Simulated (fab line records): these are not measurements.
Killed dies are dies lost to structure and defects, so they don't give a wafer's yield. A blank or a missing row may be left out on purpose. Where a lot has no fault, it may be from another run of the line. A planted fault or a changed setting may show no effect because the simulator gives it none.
Which tool did it? + flow gf180mcu + 13 lots, 39 wafers sampled, at 4 steps of a route of 602

## WHAT THE GAUGES SHOWED, per wafer
GF_V1_THK_MEAS_01. Usual: V1_CVD_00_THK 602 nm, standard deviation 7.7.
| lot  | measured     | on            | V1_CVD_00_THK (nm) | flag |
|------|--------------|---------------|--------------------|------|
| L528 | day 17 04:36 | film_metro-03 | 596 608 592        |      |
| L530 | day 17 21:58 | film_metro-03 | 602 615 615        |      |
| L531 | day 18 11:10 | film_metro-03 | 605 600 612        |      |
| L532 | day 18 18:01 | film_metro-04 | 603 602 603        |      |
| L533 | day 19 04:00 | film_metro-03 | 604 591 605        |      |
| L534 | day 19 15:08 | film_metro-02 | 608 597 616        |      |
| L535 | day 20 01:48 | film_metro-04 | 598 593 602        |      |
| L539 | day 21 09:55 | film_metro-02 | 599 600 598        |      |
| L540 | day 21 19:44 | film_metro-03 | 612 610 604        |      |
| L547 | day 24 02:22 | film_metro-04 | 609 615 605        |      |
| L549 | day 24 16:10 | film_metro-02 | 602 597 588        |      |
| L550 | day 24 20:53 | film_metro-04 | 585 595 585        |      |
| L551 | day 25 06:25 | film_metro-02 | 608 601 590        |      |

GF_V1_CD_MEAS_14: the cd target is 260 nm. Usual: cd_nm at 259.9 nm, with a standard deviation of 1.
| lot  | measured     | on        | cd_nm (nm)        | flag |
|------|--------------|-----------|-------------------|------|
| L528 | day 18 04:06 | cd_sem-01 | 259.9 261.7 260.6 |      |
| L530 | day 18 22:23 | cd_sem-02 | 258.0 258.8 258.2 |      |
| L531 | day 19 12:00 | cd_sem-01 | 259.3 259.3 259.3 |      |
| L532 | day 19 19:43 | cd_sem-01 | 260.4 261.1 261.7 |      |
| L533 | day 20 05:16 | cd_sem-01 | 258.9 260.1 259.0 |      |
| L534 | day 20 15:34 | cd_sem-01 | 259.3 260.5 261.3 |      |
| L535 | day 21 02:36 | cd_sem-02 | 258.8 259.1 259.1 |      |
| L539 | day 22 09:55 | cd_sem-01 | 259.5 259.5 260.1 |      |
| L540 | day 22 19:49 | cd_sem-02 | 260.2 261.8 260.1 |      |
| L547 | day 25 01:04 | cd_sem-02 | 261.3 259.7 260.8 |      |
| L549 | day 25 14:29 | cd_sem-01 | 261.2 259.6 260.4 |      |
| L550 | day 25 19:13 | cd_sem-02 | 258.6 259.4 260.0 |      |
| L551 | day 26 03:56 | cd_sem-01 | 258.8 260.8 259.4 |      |

GF_M2_THK_MEAS_06: measures by xrf. Usual: M2_ALCU_THK 450 nm, standard deviation 6.8.
| lot  | measured     | on            | M2_ALCU_THK (nm) | flag |
|------|--------------|---------------|------------------|------|
| L528 | day 18 06:17 | film_metro-04 | 444 449 445      |      |
| L530 | day 19 00:14 | film_metro-02 | 457 452 455      |      |
| L531 | day 19 13:53 | film_metro-02 | 466 459 454      |      |
| L532 | day 19 21:35 | film_metro-02 | 464 444 458      |      |
| L533 | day 20 07:07 | film_metro-02 | 450 449 454      |      |
| L534 | day 20 17:40 | film_metro-02 | 454 463 459      |      |
| L535 | day 21 04:27 | film_metro-02 | 441 439 441      |      |
| L539 | day 22 11:51 | film_metro-02 | 457 451 461      |      |
| L540 | day 22 21:40 | film_metro-04 | 454 448 448      |      |
| L547 | day 25 02:55 | film_metro-02 | 458 461 453      |      |
| L549 | day 25 16:20 | film_metro-02 | 450 451 455      |      |
| L550 | day 25 21:06 | film_metro-04 | 463 447 447      |      |
| L551 | day 26 05:55 | film_metro-01 | 441 445 454      |      |

## EACH LOT AND THE TOOL THAT RAN IT (in order: tool; ch and the chambers of the sampled wafers; start)
| lot  | GF_M2_SPUTTER_00             |
|------|------------------------------|
| L528 | pvd_sputter-01, day 18 05:57 |
| L530 | pvd_sputter-02, day 18 23:53 |
| L531 | pvd_sputter-02, day 19 13:32 |
| L532 | pvd_sputter-02, day 19 21:14 |
| L533 | pvd_sputter-01, day 20 06:47 |
| L534 | pvd_sputter-01, day 20 17:19 |
| L535 | pvd_sputter-04, day 21 04:07 |
| L539 | pvd_sputter-02, day 22 11:31 |
| L540 | pvd_sputter-01, day 22 21:20 |
| L547 | pvd_sputter-04, day 25 02:35 |
| L549 | pvd_sputter-02, day 25 15:59 |
| L550 | pvd_sputter-02, day 25 20:46 |
| L551 | pvd_sputter-01, day 26 05:34 |
- GF_M2_SPUTTER_00: material Ti, target thk 37.5 nm, time 150 s.

## AS READ BY THE TOOLS THEMSELVES (means over the sampled wafers that have a number; for cases with no such wafer, the mark the record gives instead)
GF_M2_SPUTTER_00. Usual: chamber_pressure_pa 1.999 Pa, standard deviation 0.0038; throttle_valve_pct 30.3 %, standard deviation 1.1.
| lot  | tool           | chamber_pressure_pa (Pa) | throttle_valve_pct (%) | flag |
|------|----------------|--------------------------|------------------------|------|
| L528 | pvd_sputter-01 | 1.998                    | 30.4                   |      |
| L530 | pvd_sputter-02 | 2.001                    | 30.6                   |      |
| L531 | pvd_sputter-02 | 1.999                    | 31.1                   |      |
| L532 | pvd_sputter-02 | 1.997                    | 30.6                   |      |
| L533 | pvd_sputter-01 | 1.998                    | 30.2                   |      |
| L534 | pvd_sputter-01 | 1.999                    | 30.2                   |      |
| L535 | pvd_sputter-04 | 1.999                    | 29.4                   |      |
| L539 | pvd_sputter-02 | 2.000                    | 30.7                   |      |
| L540 | pvd_sputter-01 | 1.970                    | 31.1                   | OFF  |
| L547 | pvd_sputter-04 | 2.000                    | 29.9                   |      |
| L549 | pvd_sputter-02 | 1.996                    | 31.2                   |      |
| L550 | pvd_sputter-02 | 1.999                    | 29.9                   |      |
| L551 | pvd_sputter-01 | 1.998                    | 30.1                   |      |

## THE ANSWER, worked out from the rows above alone
Rule: a lot counts as off when the mean over its wafers that have a number is more than 3 standard deviations away from the usual mean. A lot without any number at a reading at which 4 lots or more have one is off too. All remaining lots with rows at the step are treated as sound. After the gauges, taken in route order, come the tools' own readings; for these a lot's mean is taken, as printed above. The first step at which some lot is off is used, and at that step the reading that is off furthest; a lot without a number counts as furthest.
Off, at GF_M2_SPUTTER_00 on chamber_pressure_pa: L540.
A tool fits if, at that step or a process step before it, it ran every lot that is off, and no sound lot after the first of them. None of those tried fits.

## WHAT HAD BEEN PUT IN BY THE SIMULATOR
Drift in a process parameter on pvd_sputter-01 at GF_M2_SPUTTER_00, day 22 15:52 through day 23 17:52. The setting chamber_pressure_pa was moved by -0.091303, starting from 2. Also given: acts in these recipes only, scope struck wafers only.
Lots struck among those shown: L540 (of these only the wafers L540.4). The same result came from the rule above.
